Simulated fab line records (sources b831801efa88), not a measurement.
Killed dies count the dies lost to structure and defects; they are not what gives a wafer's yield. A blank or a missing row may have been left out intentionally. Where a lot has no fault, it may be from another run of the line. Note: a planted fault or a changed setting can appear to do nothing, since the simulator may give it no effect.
A lot that was struck, set against a sound lot | flow sky130 | 16 out of 708 route steps
Sound: wafers L188.1, L188.3, L188.5. Struck: wafer L202.2 (L202.4, L202.5, from the same lot, were not struck and are left out); the cause is given at the end.
For every step that has rows: the tool of each side, followed by ch and its chambers, followed by its first start. Under that, the readings that differ: sound wafers | struck wafers | difference of the means | sigmas: that difference in standard deviations of wafers without a fault.
alike: words and numbers the same on both sides, and readings whose means are apart by under 2 such deviations; not compared: readings that were withheld, readings missing a value for some wafer, numbers with overlapping values and no deviation given by the record, and bounds like >300 which may hide the same value.
A row with sigmas, a row that says differs or no value, or rows on one side alone: a step with any of these is where the two part. Non-overlapping numbers with no deviation appear without sigmas and do not part them. A reading missing from all wafers of one side parts the sides only when that side holds two or more wafers.

first, 7 steps without rows for these wafers: SKY_METAL4_HMDS_06 (prime time 60 s); SKY_METAL4_COAT_07 (resist thk 60 nm); SKY_METAL4_COAT_08 (resist thk 1140 nm); SKY_METAL4_SOFTBAKE_09 (time 90 s); SKY_METAL4_EXPOSE_10 (exposes mask MM4, target cd 300 nm); SKY_METAL4_PEB_11; SKY_METAL4_DEVELOP_12 (develop time 60 s).
SKY_METAL4_CD_MEAS_13: the cd target is 300 nm.
  sound on cdSem-02 at day 43 15:56; struck on cdSem-01 at day 47 06:20
  alike: cdNm
SKY_METAL4_OVL_MEAS_14:
  sound on overlay-01 at day 43 16:03; struck on overlay-01 at day 47 06:26
  alike: METAL4_OVL
SKY_METAL4_DESCUM_15: chemistry O2, time 8 s.
  sound on rieMetal-02 ch 0,1, day 43 16:05; struck on rieMetal-04 ch 1, day 47 06:29
reading                  | sound       | struck | difference | sigmas
drypumpMotorCurrentA (A) | 5.7 6.2 6.2 | 5.0    | -1.0       | -2
  alike: oesProductAu
  not compared: rfHoursCounterH
SKY_METAL4_ETCH_16: etches BARC in N2/H2, stops on SiO2, time 88.2 s, target depth 60 nm.
  sound on rieMetal-02 ch 0,1, day 43 16:07; struck on rieMetal-04 ch 1, day 47 06:34
reading                  | sound       | struck | difference | sigmas
drypumpMotorCurrentA (A) | 5.7 6.2 6.2 | 5.0    | -1.0       | -2
  alike: biasW, n2FlowSccm, oesProductAu, throttleValvePct
  not compared: rfHoursCounterH
SKY_METAL4_ETCH_17: etches SiO2 in C4F8/O2/Ar, stops on TiN, time 3.9 s, target depth 15 nm.
  sound on rieDiel-01 ch 0,2, day 43 16:13; struck on rieDiel-02 ch 0, day 47 06:44
  alike: biasW, oesProductAu
  not compared: rfHoursCounterH
SKY_METAL4_METAL_ETCH_18: etches the open film in Cl2/BCl3, stops on SiO2, target depth 845 nm, time 183.1 s.
  sound on rieMetal-01 ch 0, day 43 16:14; struck on rieMetal-01 ch 1, day 47 06:45
reading                                      | sound                | struck | difference | sigmas
throttleValvePct (%)                         | 22.272 22.256 22.250 | 22.281 | +0.022     | +3
model.KrF-thick_of_METAL4_COAT_08.thkNm (nm) | 522 523.3 515.4      | 627.7  | +107.5     | 
model.METAL4.cdNm (nm)                       | 307.5 302.6 308.8    | 310.7  | +4.4       | 
model.SiO2_of_VIA3_HDPCVD_00.thkNm (nm)      | 434.9 435.9 435.2    | 438.7  | +3.4       | 
  alike: biasW, drypumpMotorCurrentA, oesProductAu
  not compared: rfHoursCounterH
SKY_METAL4_STRIP_19: strips in O2/N2.
  sound on plasmaAsher-03 ch 0,1, day 43 16:25; struck on plasmaAsher-04 ch 1, day 47 06:56
reading                  | sound             | struck | difference | sigmas
oesProductAu (a.u.)      | 0.499 0.504 0.495 | 0.551  | +0.052     | +8
stripTimeToEndpointS (s) | 6.49 6.48 6.39    | 7.53   | +1.08      | +13
  alike: drypumpMotorCurrentA, n2FlowSccm
  not compared: rfHoursCounterH
then, 1 step without rows for these wafers: SKY_METAL4_STRIP_20 (strips in post etch residue remover, time 1200 s).
-- the record jumps here: 3 days lie between the struck wafers' starts before and after (it left off in module METAL4 and takes up again in module PAD_OPEN, whose first step shown is number 708 of the route) --
SKY_PAD_OPEN_PROBE_99:
  sound on prober-02 at day 47 09:37; struck on prober-01 at day 50 12:12
reading                           | sound                | struck | difference | sigmas
model.etest.met4.widthNm (nm)     | 307.5 302.4 306.8    | 308.1  | +2.5       | 
model.etest.met4Comb.leakLog10AUm | -11.72 -11.99 -12.07 | -9.87  | +2.06      | 
model.etest.met4.lineOhmUm        | 0.1404 0.1442 0.1415 | 0.1385 | -0.0035    | 

WHERE THEY PART
At SKY_METAL4_DESCUM_15 first; at SKY_METAL4_STRIP_19 last (within this record only).

WHY: what had been put in by the simulator
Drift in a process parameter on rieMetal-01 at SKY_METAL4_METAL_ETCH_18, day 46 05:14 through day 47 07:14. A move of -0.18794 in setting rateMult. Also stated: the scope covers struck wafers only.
